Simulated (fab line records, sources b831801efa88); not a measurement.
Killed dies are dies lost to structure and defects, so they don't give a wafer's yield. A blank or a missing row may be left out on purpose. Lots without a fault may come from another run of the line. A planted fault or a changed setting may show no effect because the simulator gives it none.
Chamber matching | flow sky130 | SKY_PASSIVATION_ETCH_11 on rie_diel-01: 4 sister chambers
The step etches the open film in CF4/O2, stops on AlCu, target depth 725 nm, time 161.1 s. 14 wafers are shown with their chamber, then 7 later ones without.

WAFERS WITH THEIR CHAMBER
wafer  | chamber | throttle_valve_pct (%) | oes_product_au (a.u.)
L890.1 | 2       | 5.947                  | 0.968
L890.3 | 1       | 5.985                  | 0.974
L890.5 | 2       | 5.957                  | 0.981
L895.3 | 3       | 5.982                  | 0.971
L895.4 | 0       | 5.961                  | 0.975
L895.5 | 1       | 5.963                  | 0.984
L898.1 | 3       | 5.966                  | 0.966
L898.2 | 0       | 5.975                  | 0.970
L898.4 | 2       | 5.955                  | 0.974
L897.2 | 1       | 5.970                  | 0.978
L897.4 | 0       | 5.945                  | 0.979
L897.5 | 3       | 5.954                  | 0.983
L907.2 | 2       | 5.980                  | 0.976
L907.3 | 0       | 5.968                  | 0.967

SIGNATURES (means of the wafers above)
reading            | chamber 0 | chamber 1 | chamber 2 | chamber 3 | scatter within a chamber
throttle_valve_pct | 5.96225   | 5.97267   | 5.95975   | 5.96733   | 0.0132
oes_product_au     | 0.97275   | 0.97867   | 0.97475   | 0.97333   | 0.00612
Rule: a wafer's distance from a chamber is the root of the sum, over the readings, of the square of ((its reading less the chamber's mean) divided by the reading's scatter). The wafer belongs to the nearest chamber; if the next one is less than 2 further off, it can't be placed. The scatter: the root of (the sum of the squares of (reading less its chamber's mean) over the shown wafers, divided by (wafers less chambers)).

WAFERS WITHOUT THEIR CHAMBER
wafer  | throttle_valve_pct (%) | oes_product_au (a.u.)
L907.4 | 5.953                  | 0.983
L906.2 | 5.948                  | 0.970
L906.3 | 5.953                  | 0.972
L906.5 | 5.957                  | 0.973
L910.2 | 5.959                  | 0.979
L910.3 | 5.981                  | 0.983
L910.5 | 5.953                  | 0.988

WHICH CHAMBER EACH WENT THROUGH
wafer  | from the rows above               | in truth
L907.4 | can't be placed: 2 or 1 or 0 or 3 | 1
L906.2 | can't be placed: 0 or 2 or 3 or 1 | 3
L906.3 | can't be placed: 2 or 0 or 3 or 1 | 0
L906.5 | can't be placed: 2 or 0 or 3 or 1 | 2
L910.2 | can't be placed: 2 or 1 or 0 or 3 | 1
L910.3 | can't be placed: 1 or 3 or 2 or 0 | 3
L910.5 | can't be placed: 1 or 2 or 0 or 3 | 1
Placed correctly: 0 of 7. Can't be placed from these rows: 7 (the true chamber is among the candidates in 7). Placed wrongly: 0.
